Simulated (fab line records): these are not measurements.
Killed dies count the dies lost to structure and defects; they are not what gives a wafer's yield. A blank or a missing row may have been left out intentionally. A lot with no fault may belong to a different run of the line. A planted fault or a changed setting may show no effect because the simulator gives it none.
Which tool is to blame? || flow gf180mcu || 24 lots with 72 wafers sampled at 6 steps, on a route of 602 steps

== WHAT EACH GAUGE READ, for each wafer ==
GF_V5_CD_MEAS_14: target cd 260 nm. Usual: cdNm reads 260.2 nm (standard deviation 1.1).
{"lot": "L074", "measured": "day 27 12:13", "on": "cdSem-01", "cdNm (nm)": "258.2 257.2 258.5", "flag": ""}
{"lot": "L075", "measured": "day 27 13:08", "on": "cdSem-02", "cdNm (nm)": "260.0 261.4 258.7", "flag": ""}
{"lot": "L076", "measured": "day 27 23:52", "on": "cdSem-02", "cdNm (nm)": "262.8 262.3 262.7", "flag": ""}
{"lot": "L077", "measured": "day 28 11:34", "on": "cdSem-02", "cdNm (nm)": "260.1 260.6 260.7", "flag": ""}
{"lot": "L078", "measured": "day 28 15:29", "on": "cdSem-01", "cdNm (nm)": "261.0 260.4 259.9", "flag": ""}
{"lot": "L079", "measured": "day 28 16:15", "on": "cdSem-02", "cdNm (nm)": "259.9 260.6 260.2", "flag": ""}
{"lot": "L080", "measured": "day 29 04:41", "on": "cdSem-02", "cdNm (nm)": "259.3 259.9 260.5", "flag": ""}
{"lot": "L081", "measured": "day 29 11:26", "on": "cdSem-02", "cdNm (nm)": "259.7 259.4 257.9", "flag": ""}
{"lot": "L082", "measured": "day 29 18:01", "on": "cdSem-01", "cdNm (nm)": "261.0 262.4 261.3", "flag": ""}
{"lot": "L083", "measured": "day 29 23:07", "on": "cdSem-02", "cdNm (nm)": "259.2 259.6 258.8", "flag": ""}
{"lot": "L084", "measured": "day 30 06:57", "on": "cdSem-01", "cdNm (nm)": "259.9 260.7 259.8", "flag": ""}
{"lot": "L085", "measured": "day 30 16:20", "on": "cdSem-02", "cdNm (nm)": "260.8 259.6 259.0", "flag": ""}
{"lot": "L086", "measured": "day 30 19:45", "on": "cdSem-01", "cdNm (nm)": "261.2 259.9 260.7", "flag": ""}
{"lot": "L087", "measured": "day 31 08:37", "on": "cdSem-02", "cdNm (nm)": "260.2 259.0 259.5", "flag": ""}
{"lot": "L088", "measured": "day 31 11:11", "on": "cdSem-02", "cdNm (nm)": "261.2 261.2 260.2", "flag": ""}
{"lot": "L089", "measured": "day 31 13:05", "on": "cdSem-02", "cdNm (nm)": "259.2 259.4 259.2", "flag": ""}
{"lot": "L090", "measured": "day 31 21:41", "on": "cdSem-01", "cdNm (nm)": "261.3 259.5 260.0", "flag": ""}
{"lot": "L091", "measured": "day 32 03:57", "on": "cdSem-01", "cdNm (nm)": "259.9 261.4 262.8", "flag": ""}
{"lot": "L092", "measured": "day 32 13:19", "on": "cdSem-02", "cdNm (nm)": "259.9 260.5 259.4", "flag": ""}
{"lot": "L093", "measured": "day 32 15:10", "on": "cdSem-02", "cdNm (nm)": "261.5 261.3 258.9", "flag": ""}
{"lot": "L094", "measured": "day 32 20:55", "on": "cdSem-01", "cdNm (nm)": "261.1 261.3 262.3", "flag": ""}
{"lot": "L095", "measured": "day 33 05:44", "on": "cdSem-01", "cdNm (nm)": "258.5 259.8 259.3", "flag": ""}
{"lot": "L096", "measured": "day 33 07:42", "on": "cdSem-02", "cdNm (nm)": "259.4 259.1 260.0", "flag": ""}
{"lot": "L097", "measured": "day 33 12:59", "on": "cdSem-02", "cdNm (nm)": "259.5 258.2 259.5", "flag": ""}

GF_PASSIVATION_BOW_MEAS_14. Usual: PASSIVATION_BOW gives 135 um (standard deviation 11).
{"lot": "L074", "measured": "day 29 07:55", "on": "filmMetro-02", "PASSIVATION_BOW (um)": "142 152 159", "flag": ""}
{"lot": "L075", "measured": "day 29 09:22", "on": "filmMetro-03", "PASSIVATION_BOW (um)": "129 125 123", "flag": ""}
{"lot": "L076", "measured": "day 29 19:43", "on": "filmMetro-04", "PASSIVATION_BOW (um)": "131 130 128", "flag": ""}
{"lot": "L077", "measured": "day 30 06:01", "on": "filmMetro-04", "PASSIVATION_BOW (um)": "130 130 146", "flag": ""}
{"lot": "L078", "measured": "day 30 09:54", "on": "filmMetro-04", "PASSIVATION_BOW (um)": "142 144 152", "flag": ""}
{"lot": "L079", "measured": "day 30 10:43", "on": "filmMetro-02", "PASSIVATION_BOW (um)": "141 137 147", "flag": ""}
{"lot": "L080", "measured": "day 30 22:15", "on": "filmMetro-04", "PASSIVATION_BOW (um)": "130 105 125", "flag": ""}
{"lot": "L081", "measured": "day 31 04:28", "on": "filmMetro-02", "PASSIVATION_BOW (um)": "137 135 124", "flag": ""}
{"lot": "L082", "measured": "day 31 10:53", "on": "filmMetro-02", "PASSIVATION_BOW (um)": "127 136 131", "flag": ""}
{"lot": "L083", "measured": "day 31 15:52", "on": "filmMetro-02", "PASSIVATION_BOW (um)": "131 143 121", "flag": ""}
{"lot": "L084", "measured": "day 31 23:13", "on": "filmMetro-04", "PASSIVATION_BOW (um)": "144 138 137", "flag": ""}
{"lot": "L085", "measured": "day 32 07:25", "on": "filmMetro-03", "PASSIVATION_BOW (um)": "135 144 131", "flag": ""}
{"lot": "L086", "measured": "day 32 10:49", "on": "filmMetro-04", "PASSIVATION_BOW (um)": "116 107 108", "flag": ""}
{"lot": "L087", "measured": "day 32 23:34", "on": "filmMetro-02", "PASSIVATION_BOW (um)": "147 117 130", "flag": ""}
{"lot": "L088", "measured": "day 33 01:15", "on": "filmMetro-03", "PASSIVATION_BOW (um)": "154 146 151", "flag": ""}
{"lot": "L089", "measured": "day 33 03:21", "on": "filmMetro-04", "PASSIVATION_BOW (um)": "141 124 146", "flag": ""}
{"lot": "L090", "measured": "day 33 11:03", "on": "filmMetro-02", "PASSIVATION_BOW (um)": "156 143 157", "flag": ""}
{"lot": "L091", "measured": "day 33 17:07", "on": "filmMetro-02", "PASSIVATION_BOW (um)": "130 126 124", "flag": ""}
{"lot": "L092", "measured": "day 34 01:46", "on": "filmMetro-02", "PASSIVATION_BOW (um)": "110 138 125", "flag": ""}
{"lot": "L093", "measured": "day 34 03:18", "on": "filmMetro-04", "PASSIVATION_BOW (um)": "125 125 132", "flag": ""}
{"lot": "L094", "measured": "day 34 08:28", "on": "filmMetro-04", "PASSIVATION_BOW (um)": "146 139 149", "flag": ""}
{"lot": "L095", "measured": "day 34 16:21", "on": "filmMetro-02", "PASSIVATION_BOW (um)": "138 150 148", "flag": ""}
{"lot": "L096", "measured": "day 34 18:13", "on": "filmMetro-04", "PASSIVATION_BOW (um)": "144 125 137", "flag": ""}
{"lot": "L097", "measured": "day 35 00:16", "on": "filmMetro-03", "PASSIVATION_BOW (um)": "141 142 144", "flag": ""}

== WHAT TOOL EACH LOT RAN ON (gives the tool, then ch and the chambers of the sampled wafers, and finally the start) ==
{"lot": "L074", "GF_V4_ETCH_17": "rieDiel-03 ch 1,2, day 26 16:02 or earlier", "GF_V5_CMP_04": "cmp-02 ch 0,1,2, day 26 16:02", "GF_V5_STRIP_18": "plasmaAsher-02 ch 0,1, day 27 12:32", "GF_V5_SPUTTER_22": "pvdSputter-01, day 27 13:13"}
{"lot": "L075", "GF_V4_ETCH_17": "rieDiel-01 ch 2,3, day 26 16:35 or earlier", "GF_V5_CMP_04": "cmp-02 ch 0,1, day 26 16:35", "GF_V5_STRIP_18": "plasmaAsher-04 ch 0,1, day 27 13:27", "GF_V5_SPUTTER_22": "pvdSputter-03, day 27 14:08"}
{"lot": "L076", "GF_V4_ETCH_17": "rieDiel-03 ch 1,2, day 27 03:26 or earlier", "GF_V5_CMP_04": "cmp-02 ch 0,2,3, day 27 03:26", "GF_V5_STRIP_18": "plasmaAsher-02 ch 0,1, day 28 00:09", "GF_V5_SPUTTER_22": "pvdSputter-03, day 28 01:04"}
{"lot": "L077", "GF_V4_ETCH_17": "rieDiel-01 ch 1,3, day 27 14:52 or earlier", "GF_V5_CMP_04": "cmp-01 ch 0,1,3, day 27 14:52", "GF_V5_STRIP_18": "plasmaAsher-04 ch 0,1, day 28 11:52", "GF_V5_SPUTTER_22": "pvdSputter-04, day 28 12:30"}
{"lot": "L078", "GF_V4_ETCH_17": "rieDiel-03 ch 2,3, day 27 19:18 or earlier", "GF_V5_CMP_04": "cmp-01 ch 0,2,3, day 27 19:18", "GF_V5_STRIP_18": "plasmaAsher-02 ch 0,1, day 28 15:47", "GF_V5_SPUTTER_22": "pvdSputter-03, day 28 16:21"}
{"lot": "L079", "GF_V4_ETCH_17": "rieDiel-01 ch 1,2,3, day 27 19:57 or earlier", "GF_V5_CMP_04": "cmp-01 ch 0,1,2, day 27 19:57", "GF_V5_STRIP_18": "plasmaAsher-01 ch 0,1, day 28 16:34", "GF_V5_SPUTTER_22": "pvdSputter-03, day 28 17:10"}
{"lot": "L080", "GF_V4_ETCH_17": "rieDiel-03 ch 1,2, day 28 08:45 or earlier", "GF_V5_CMP_04": "cmp-01 ch 1,2,3, day 28 08:45", "GF_V5_STRIP_18": "plasmaAsher-01 ch 0,1, day 29 05:00", "GF_V5_SPUTTER_22": "pvdSputter-01, day 29 05:35"}
{"lot": "L081", "GF_V4_ETCH_17": "rieDiel-02 ch 0,1,2, day 28 15:11 or earlier", "GF_V5_CMP_04": "cmp-01 ch 0,1, day 28 15:11", "GF_V5_STRIP_18": "plasmaAsher-04 ch 0, day 29 11:45", "GF_V5_SPUTTER_22": "pvdSputter-01, day 29 12:22"}
{"lot": "L082", "GF_V4_ETCH_17": "rieDiel-02 ch 0,1,3, day 28 22:14 or earlier", "GF_V5_CMP_04": "cmp-01 ch 0,2,3, day 28 22:14", "GF_V5_STRIP_18": "plasmaAsher-02 ch 0,1, day 29 18:19", "GF_V5_SPUTTER_22": "pvdSputter-04, day 29 18:55"}
{"lot": "L083", "GF_V4_ETCH_17": "rieDiel-03 ch 1,2,3, day 29 03:44 or earlier", "GF_V5_CMP_04": "cmp-02 ch 0,1,2, day 29 03:44", "GF_V5_STRIP_18": "plasmaAsher-02 ch 0,1, day 29 23:24", "GF_V5_SPUTTER_22": "pvdSputter-03, day 30 00:05"}
{"lot": "L084", "GF_V4_ETCH_17": "rieDiel-01 ch 0,2,3, day 29 11:44 or earlier", "GF_V5_CMP_04": "cmp-01 ch 1,2,3, day 29 11:44", "GF_V5_STRIP_18": "plasmaAsher-02 ch 0,1, day 30 07:16", "GF_V5_SPUTTER_22": "pvdSputter-04, day 30 07:56"}
{"lot": "L085", "GF_V4_ETCH_17": "rieDiel-01 ch 0,1, day 29 21:16 or earlier", "GF_V5_CMP_04": "cmp-02 ch 1,3, day 29 21:16", "GF_V5_STRIP_18": "plasmaAsher-01 ch 0,1, day 30 16:39", "GF_V5_SPUTTER_22": "pvdSputter-04, day 30 17:14"}
{"lot": "L086", "GF_V4_ETCH_17": "rieDiel-03 ch 0,1,3, day 30 00:58 or earlier", "GF_V5_CMP_04": "cmp-01 ch 1,2,3, day 30 00:58", "GF_V5_STRIP_18": "plasmaAsher-04 ch 0,1, day 30 20:04", "GF_V5_SPUTTER_22": "pvdSputter-01, day 30 20:40"}
{"lot": "L087", "GF_V4_ETCH_17": "rieDiel-01 ch 0,1,2, day 30 14:24 or earlier", "GF_V5_CMP_04": "cmp-01 ch 1,2,3, day 30 14:24", "GF_V5_STRIP_18": "plasmaAsher-01 ch 0,1, day 31 08:56", "GF_V5_SPUTTER_22": "pvdSputter-01, day 31 09:32"}
{"lot": "L088", "GF_V4_ETCH_17": "rieDiel-03 ch 0,2,3, day 30 17:06 or earlier", "GF_V5_CMP_04": "cmp-01 ch 1,2, day 30 17:06", "GF_V5_STRIP_18": "plasmaAsher-01 ch 0,1, day 31 11:30", "GF_V5_SPUTTER_22": "pvdSputter-03, day 31 12:07"}
{"lot": "L089", "GF_V4_ETCH_17": "rieDiel-02 ch 1,2, day 30 19:22 or earlier", "GF_V5_CMP_04": "cmp-01 ch 1,2, day 30 19:22", "GF_V5_STRIP_18": "plasmaAsher-04 ch 0,1, day 31 13:23", "GF_V5_SPUTTER_22": "pvdSputter-04, day 31 13:59"}
{"lot": "L090", "GF_V4_ETCH_17": "rieDiel-02 ch 0,1,2, day 31 04:44 or earlier", "GF_V5_CMP_04": "cmp-01 ch 0,1,2, day 31 04:44", "GF_V5_STRIP_18": "plasmaAsher-02 ch 0,1, day 31 22:00", "GF_V5_SPUTTER_22": "pvdSputter-01, day 31 22:36"}
{"lot": "L091", "GF_V4_ETCH_17": "rieDiel-03 ch 1,2,3, day 31 10:40 or earlier", "GF_V5_CMP_04": "cmp-01 ch 1,2, day 31 10:40", "GF_V5_STRIP_18": "plasmaAsher-01 ch 0,1, day 32 04:16", "GF_V5_SPUTTER_22": "pvdSputter-01, day 32 04:52"}
{"lot": "L092", "GF_V4_ETCH_17": "rieDiel-02 ch 0,1,2, day 31 20:04 or earlier", "GF_V5_CMP_04": "cmp-02 ch 2,3, day 31 20:04", "GF_V5_STRIP_18": "plasmaAsher-01 ch 0,1, day 32 13:38", "GF_V5_SPUTTER_22": "pvdSputter-04, day 32 14:14"}
{"lot": "L093", "GF_V4_ETCH_17": "rieDiel-02 ch 0,1,2, day 31 22:10 or earlier", "GF_V5_CMP_04": "cmp-02 ch 0,1,3, day 31 22:10", "GF_V5_STRIP_18": "plasmaAsher-01 ch 0,1, day 32 15:28", "GF_V5_SPUTTER_22": "pvdSputter-01, day 32 16:02"}
{"lot": "L094", "GF_V4_ETCH_17": "rieDiel-03 ch 0,1,2, day 32 04:24 or earlier", "GF_V5_CMP_04": "cmp-01 ch 0,2, day 32 04:24", "GF_V5_STRIP_18": "plasmaAsher-04 ch 0,1, day 32 21:14", "GF_V5_SPUTTER_22": "pvdSputter-01, day 32 21:52"}
{"lot": "L095", "GF_V4_ETCH_17": "rieDiel-01 ch 0,3, day 32 13:06 or earlier", "GF_V5_CMP_04": "cmp-02 ch 1,2,3, day 32 13:06", "GF_V5_STRIP_18": "plasmaAsher-02 ch 0,1, day 33 06:03", "GF_V5_SPUTTER_22": "pvdSputter-01, day 33 06:39"}
{"lot": "L096", "GF_V4_ETCH_17": "rieDiel-02 ch 0,1,2, day 32 15:11 or earlier", "GF_V5_CMP_04": "cmp-02 ch 1,2,3, day 32 15:11", "GF_V5_STRIP_18": "plasmaAsher-04 ch 0,1, day 33 08:01", "GF_V5_SPUTTER_22": "pvdSputter-04, day 33 08:37"}
{"lot": "L097", "GF_V4_ETCH_17": "rieDiel-02 ch 0,2, day 32 20:27 or earlier", "GF_V5_CMP_04": "cmp-01 ch 2,3, day 32 20:27", "GF_V5_STRIP_18": "plasmaAsher-01 ch 0,1, day 33 13:17", "GF_V5_SPUTTER_22": "pvdSputter-04, day 33 13:52"}
- GF_V4_ETCH_17: etches SiO2 in C4F8/O2/Ar, stops on TiN, target depth 630 nm.
- GF_V5_CMP_04: polishes SiO2.
- GF_V5_STRIP_18: strips in O2/N2.
- GF_V5_SPUTTER_22: material TiN, target thk 10 nm, time 40 s.

== AS READ BY THE TOOLS THEMSELVES (means over the sampled wafers that have a number; for cases with no such wafer, the mark the record gives instead) ==
GF_V4_ETCH_17. Usual: oesProductAu reads 0.857 a.u. (standard deviation 0.0046).
{"lot": "L074", "tool": "rieDiel-03", "oesProductAu (a.u.)": 0.860, "flag": ""}
{"lot": "L075", "tool": "rieDiel-01", "oesProductAu (a.u.)": 0.852, "flag": ""}
{"lot": "L076", "tool": "rieDiel-03", "oesProductAu (a.u.)": 0.862, "flag": ""}
{"lot": "L077", "tool": "rieDiel-01", "oesProductAu (a.u.)": 0.855, "flag": ""}
{"lot": "L078", "tool": "rieDiel-03", "oesProductAu (a.u.)": 0.857, "flag": ""}
{"lot": "L079", "tool": "rieDiel-01", "oesProductAu (a.u.)": 0.857, "flag": ""}
{"lot": "L080", "tool": "rieDiel-03", "oesProductAu (a.u.)": 0.855, "flag": ""}
{"lot": "L081", "tool": "rieDiel-02", "oesProductAu (a.u.)": 0.857, "flag": ""}
{"lot": "L082", "tool": "rieDiel-02", "oesProductAu (a.u.)": 0.858, "flag": ""}
{"lot": "L083", "tool": "rieDiel-03", "oesProductAu (a.u.)": 0.857, "flag": ""}
{"lot": "L084", "tool": "rieDiel-01", "oesProductAu (a.u.)": 0.859, "flag": ""}
{"lot": "L085", "tool": "rieDiel-01", "oesProductAu (a.u.)": 0.857, "flag": ""}
{"lot": "L086", "tool": "rieDiel-03", "oesProductAu (a.u.)": 0.856, "flag": ""}
{"lot": "L087", "tool": "rieDiel-01", "oesProductAu (a.u.)": 0.855, "flag": ""}
{"lot": "L088", "tool": "rieDiel-03", "oesProductAu (a.u.)": 0.859, "flag": ""}
{"lot": "L089", "tool": "rieDiel-02", "oesProductAu (a.u.)": 0.856, "flag": ""}
{"lot": "L090", "tool": "rieDiel-02", "oesProductAu (a.u.)": 0.861, "flag": ""}
{"lot": "L091", "tool": "rieDiel-03", "oesProductAu (a.u.)": 0.859, "flag": ""}
{"lot": "L092", "tool": "rieDiel-02", "oesProductAu (a.u.)": 0.856, "flag": ""}
{"lot": "L093", "tool": "rieDiel-02", "oesProductAu (a.u.)": 0.857, "flag": ""}
{"lot": "L094", "tool": "rieDiel-03", "oesProductAu (a.u.)": 0.854, "flag": ""}
{"lot": "L095", "tool": "rieDiel-01", "oesProductAu (a.u.)": 0.859, "flag": ""}
{"lot": "L096", "tool": "rieDiel-02", "oesProductAu (a.u.)": 0.859, "flag": ""}
{"lot": "L097", "tool": "rieDiel-02", "oesProductAu (a.u.)": 0.856, "flag": ""}

GF_V5_CMP_04. Usual: motorCurrentA 12.3 A, standard deviation 1.2; slurryFlowMlMin 149.9, standard deviation 0.47.
{"lot": "L074", "tool": "cmp-02", "motorCurrentA (A)": 12.7, "slurryFlowMlMin": 150.1, "flag": ""}
{"lot": "L075", "tool": "cmp-02", "motorCurrentA (A)": 13.5, "slurryFlowMlMin": 149.8, "flag": ""}
{"lot": "L076", "tool": "cmp-02", "motorCurrentA (A)": 12.4, "slurryFlowMlMin": 149.6, "flag": ""}
{"lot": "L077", "tool": "cmp-01", "motorCurrentA (A)": 11.1, "slurryFlowMlMin": 149.9, "flag": ""}
{"lot": "L078", "tool": "cmp-01", "motorCurrentA (A)": 11.7, "slurryFlowMlMin": 150.2, "flag": ""}
{"lot": "L079", "tool": "cmp-01", "motorCurrentA (A)": 11.9, "slurryFlowMlMin": 149.9, "flag": ""}
{"lot": "L080", "tool": "cmp-01", "motorCurrentA (A)": 12.1, "slurryFlowMlMin": 150.2, "flag": ""}
{"lot": "L081", "tool": "cmp-01", "motorCurrentA (A)": 11.4, "slurryFlowMlMin": 149.6, "flag": ""}
{"lot": "L082", "tool": "cmp-01", "motorCurrentA (A)": 12.0, "slurryFlowMlMin": 149.8, "flag": ""}
{"lot": "L083", "tool": "cmp-02", "motorCurrentA (A)": 13.2, "slurryFlowMlMin": 149.8, "flag": ""}
{"lot": "L084", "tool": "cmp-01", "motorCurrentA (A)": 11.9, "slurryFlowMlMin": 150.1, "flag": ""}
{"lot": "L085", "tool": "cmp-02", "motorCurrentA (A)": 13.4, "slurryFlowMlMin": 150.6, "flag": ""}
{"lot": "L086", "tool": "cmp-01", "motorCurrentA (A)": 12.2, "slurryFlowMlMin": 149.6, "flag": ""}
{"lot": "L087", "tool": "cmp-01", "motorCurrentA (A)": 12.2, "slurryFlowMlMin": 150.2, "flag": ""}
{"lot": "L088", "tool": "cmp-01", "motorCurrentA (A)": 12.1, "slurryFlowMlMin": 150.1, "flag": ""}
{"lot": "L089", "tool": "cmp-01", "motorCurrentA (A)": 12.3, "slurryFlowMlMin": 150.3, "flag": ""}
{"lot": "L090", "tool": "cmp-01", "motorCurrentA (A)": 12.1, "slurryFlowMlMin": 149.6, "flag": ""}
{"lot": "L091", "tool": "cmp-01", "motorCurrentA (A)": 11.8, "slurryFlowMlMin": 150.2, "flag": ""}
{"lot": "L092", "tool": "cmp-02", "motorCurrentA (A)": 11.8, "slurryFlowMlMin": 150.0, "flag": ""}
{"lot": "L093", "tool": "cmp-02", "motorCurrentA (A)": 13.9, "slurryFlowMlMin": 149.6, "flag": ""}
{"lot": "L094", "tool": "cmp-01", "motorCurrentA (A)": 12.1, "slurryFlowMlMin": 150.0, "flag": ""}
{"lot": "L095", "tool": "cmp-02", "motorCurrentA (A)": 13.1, "slurryFlowMlMin": 150.5, "flag": ""}
{"lot": "L096", "tool": "cmp-02", "motorCurrentA (A)": 12.9, "slurryFlowMlMin": 150.4, "flag": ""}
{"lot": "L097", "tool": "cmp-01", "motorCurrentA (A)": 12.9, "slurryFlowMlMin": 150.2, "flag": ""}

GF_V5_STRIP_18. Usual: drypumpMotorCurrentA 5.8 A, standard deviation 0.39; heaterPowerW 321 W, standard deviation 35; oesProductAu 0.569 a.u., standard deviation 0.0053.
{"lot": "L074", "tool": "plasmaAsher-02", "drypumpMotorCurrentA (A)": 5.5, "heaterPowerW (W)": 361, "oesProductAu (a.u.)": 0.567, "flag": ""}
{"lot": "L075", "tool": "plasmaAsher-04", "drypumpMotorCurrentA (A)": 5.6, "heaterPowerW (W)": 275, "oesProductAu (a.u.)": 0.576, "flag": ""}
{"lot": "L076", "tool": "plasmaAsher-02", "drypumpMotorCurrentA (A)": 5.4, "heaterPowerW (W)": 367, "oesProductAu (a.u.)": 0.568, "flag": ""}
{"lot": "L077", "tool": "plasmaAsher-04", "drypumpMotorCurrentA (A)": 5.7, "heaterPowerW (W)": 305, "oesProductAu (a.u.)": 0.567, "flag": ""}
{"lot": "L078", "tool": "plasmaAsher-02", "drypumpMotorCurrentA (A)": 5.5, "heaterPowerW (W)": 356, "oesProductAu (a.u.)": 0.571, "flag": ""}
{"lot": "L079", "tool": "plasmaAsher-01", "drypumpMotorCurrentA (A)": 6.2, "heaterPowerW (W)": 302, "oesProductAu (a.u.)": 0.568, "flag": ""}
{"lot": "L080", "tool": "plasmaAsher-01", "drypumpMotorCurrentA (A)": 5.9, "heaterPowerW (W)": 312, "oesProductAu (a.u.)": 0.565, "flag": ""}
{"lot": "L081", "tool": "plasmaAsher-04", "drypumpMotorCurrentA (A)": 5.9, "heaterPowerW (W)": 324, "oesProductAu (a.u.)": 0.571, "flag": ""}
{"lot": "L082", "tool": "plasmaAsher-02", "drypumpMotorCurrentA (A)": 5.7, "heaterPowerW (W)": 361, "oesProductAu (a.u.)": 0.567, "flag": ""}
{"lot": "L083", "tool": "plasmaAsher-02", "drypumpMotorCurrentA (A)": 5.7, "heaterPowerW (W)": 360, "oesProductAu (a.u.)": 0.567, "flag": ""}
{"lot": "L084", "tool": "plasmaAsher-02", "drypumpMotorCurrentA (A)": 5.7, "heaterPowerW (W)": 358, "oesProductAu (a.u.)": 0.574, "flag": ""}
{"lot": "L085", "tool": "plasmaAsher-01", "drypumpMotorCurrentA (A)": 6.0, "heaterPowerW (W)": 314, "oesProductAu (a.u.)": 0.575, "flag": ""}
{"lot": "L086", "tool": "plasmaAsher-04", "drypumpMotorCurrentA (A)": 5.7, "heaterPowerW (W)": 301, "oesProductAu (a.u.)": 0.569, "flag": ""}
{"lot": "L087", "tool": "plasmaAsher-01", "drypumpMotorCurrentA (A)": 6.0, "heaterPowerW (W)": 317, "oesProductAu (a.u.)": 0.571, "flag": ""}
{"lot": "L088", "tool": "plasmaAsher-01", "drypumpMotorCurrentA (A)": 6.2, "heaterPowerW (W)": 297, "oesProductAu (a.u.)": 0.571, "flag": ""}
{"lot": "L089", "tool": "plasmaAsher-04", "drypumpMotorCurrentA (A)": 5.7, "heaterPowerW (W)": 300, "oesProductAu (a.u.)": 0.566, "flag": ""}
{"lot": "L090", "tool": "plasmaAsher-02", "drypumpMotorCurrentA (A)": 5.5, "heaterPowerW (W)": 361, "oesProductAu (a.u.)": 0.572, "flag": ""}
{"lot": "L091", "tool": "plasmaAsher-01", "drypumpMotorCurrentA (A)": 6.2, "heaterPowerW (W)": 302, "oesProductAu (a.u.)": 0.566, "flag": ""}
{"lot": "L092", "tool": "plasmaAsher-01", "drypumpMotorCurrentA (A)": 6.2, "heaterPowerW (W)": 302, "oesProductAu (a.u.)": 0.566, "flag": ""}
{"lot": "L093", "tool": "plasmaAsher-01", "drypumpMotorCurrentA (A)": 6.2, "heaterPowerW (W)": 299, "oesProductAu (a.u.)": 0.568, "flag": ""}
{"lot": "L094", "tool": "plasmaAsher-04", "drypumpMotorCurrentA (A)": 5.7, "heaterPowerW (W)": 299, "oesProductAu (a.u.)": 0.571, "flag": ""}
{"lot": "L095", "tool": "plasmaAsher-02", "drypumpMotorCurrentA (A)": 5.5, "heaterPowerW (W)": 360, "oesProductAu (a.u.)": 0.571, "flag": ""}
{"lot": "L096", "tool": "plasmaAsher-04", "drypumpMotorCurrentA (A)": 5.7, "heaterPowerW (W)": 303, "oesProductAu (a.u.)": 0.567, "flag": ""}
{"lot": "L097", "tool": "plasmaAsher-01", "drypumpMotorCurrentA (A)": 6.2, "heaterPowerW (W)": 300, "oesProductAu (a.u.)": 0.568, "flag": ""}

GF_V5_SPUTTER_22. Usual: chamberPressurePa 5.001 Pa, standard deviation 0.011; throttleValvePct 30.0 %, standard deviation 0.71.
{"lot": "L074", "tool": "pvdSputter-01", "chamberPressurePa (Pa)": 4.986, "throttleValvePct (%)": 30.0, "flag": ""}
{"lot": "L075", "tool": "pvdSputter-03", "chamberPressurePa (Pa)": 4.994, "throttleValvePct (%)": 30.0, "flag": ""}
{"lot": "L076", "tool": "pvdSputter-03", "chamberPressurePa (Pa)": 4.999, "throttleValvePct (%)": 29.9, "flag": ""}
{"lot": "L077", "tool": "pvdSputter-04", "chamberPressurePa (Pa)": 4.986, "throttleValvePct (%)": 29.6, "flag": ""}
{"lot": "L078", "tool": "pvdSputter-03", "chamberPressurePa (Pa)": 5.004, "throttleValvePct (%)": 29.8, "flag": ""}
{"lot": "L079", "tool": "pvdSputter-03", "chamberPressurePa (Pa)": 5.005, "throttleValvePct (%)": 29.9, "flag": ""}
{"lot": "L080", "tool": "pvdSputter-01", "chamberPressurePa (Pa)": 5.012, "throttleValvePct (%)": 30.6, "flag": ""}
{"lot": "L081", "tool": "pvdSputter-01", "chamberPressurePa (Pa)": 5.010, "throttleValvePct (%)": 30.2, "flag": ""}
{"lot": "L082", "tool": "pvdSputter-04", "chamberPressurePa (Pa)": 5.010, "throttleValvePct (%)": 30.2, "flag": ""}
{"lot": "L083", "tool": "pvdSputter-03", "chamberPressurePa (Pa)": 5.003, "throttleValvePct (%)": 29.9, "flag": ""}
{"lot": "L084", "tool": "pvdSputter-04", "chamberPressurePa (Pa)": 4.996, "throttleValvePct (%)": 29.8, "flag": ""}
{"lot": "L085", "tool": "pvdSputter-04", "chamberPressurePa (Pa)": 4.991, "throttleValvePct (%)": 30.5, "flag": ""}
{"lot": "L086", "tool": "pvdSputter-01", "chamberPressurePa (Pa)": 5.012, "throttleValvePct (%)": 30.2, "flag": ""}
{"lot": "L087", "tool": "pvdSputter-01", "chamberPressurePa (Pa)": 4.997, "throttleValvePct (%)": 29.7, "flag": ""}
{"lot": "L088", "tool": "pvdSputter-03", "chamberPressurePa (Pa)": 5.001, "throttleValvePct (%)": 30.1, "flag": ""}
{"lot": "L089", "tool": "pvdSputter-04", "chamberPressurePa (Pa)": 5.009, "throttleValvePct (%)": 29.4, "flag": ""}
{"lot": "L090", "tool": "pvdSputter-01", "chamberPressurePa (Pa)": 4.992, "throttleValvePct (%)": 29.8, "flag": ""}
{"lot": "L091", "tool": "pvdSputter-01", "chamberPressurePa (Pa)": 4.998, "throttleValvePct (%)": 30.9, "flag": ""}
{"lot": "L092", "tool": "pvdSputter-04", "chamberPressurePa (Pa)": 5.003, "throttleValvePct (%)": 29.3, "flag": ""}
{"lot": "L093", "tool": "pvdSputter-01", "chamberPressurePa (Pa)": 4.996, "throttleValvePct (%)": 30.1, "flag": ""}
{"lot": "L094", "tool": "pvdSputter-01", "chamberPressurePa (Pa)": 5.005, "throttleValvePct (%)": 30.6, "flag": ""}
{"lot": "L095", "tool": "pvdSputter-01", "chamberPressurePa (Pa)": 5.001, "throttleValvePct (%)": 30.1, "flag": ""}
{"lot": "L096", "tool": "pvdSputter-04", "chamberPressurePa (Pa)": 4.993, "throttleValvePct (%)": 30.0, "flag": ""}
{"lot": "L097", "tool": "pvdSputter-04", "chamberPressurePa (Pa)": 5.011, "throttleValvePct (%)": 29.8, "flag": ""}

== THE ANSWER, worked out from the rows above alone ==
Rule: lot off if the mean of its wafers having a number is beyond 3 standard deviations from the usual mean. A lot without any number at a reading at which 4 lots or more have one is off too. Any other lot the step has rows for is counted as sound. Order of review: gauges by route order, followed by the tools' own readings, for which a lot's mean as printed above is used. The first step at which some lot is off is used, and at that step the reading that is off furthest; a lot without a number counts as furthest.
None of the lots is off at any reading shown; this tells nothing.

== WHAT HAD BEEN PUT IN BY THE SIMULATOR ==
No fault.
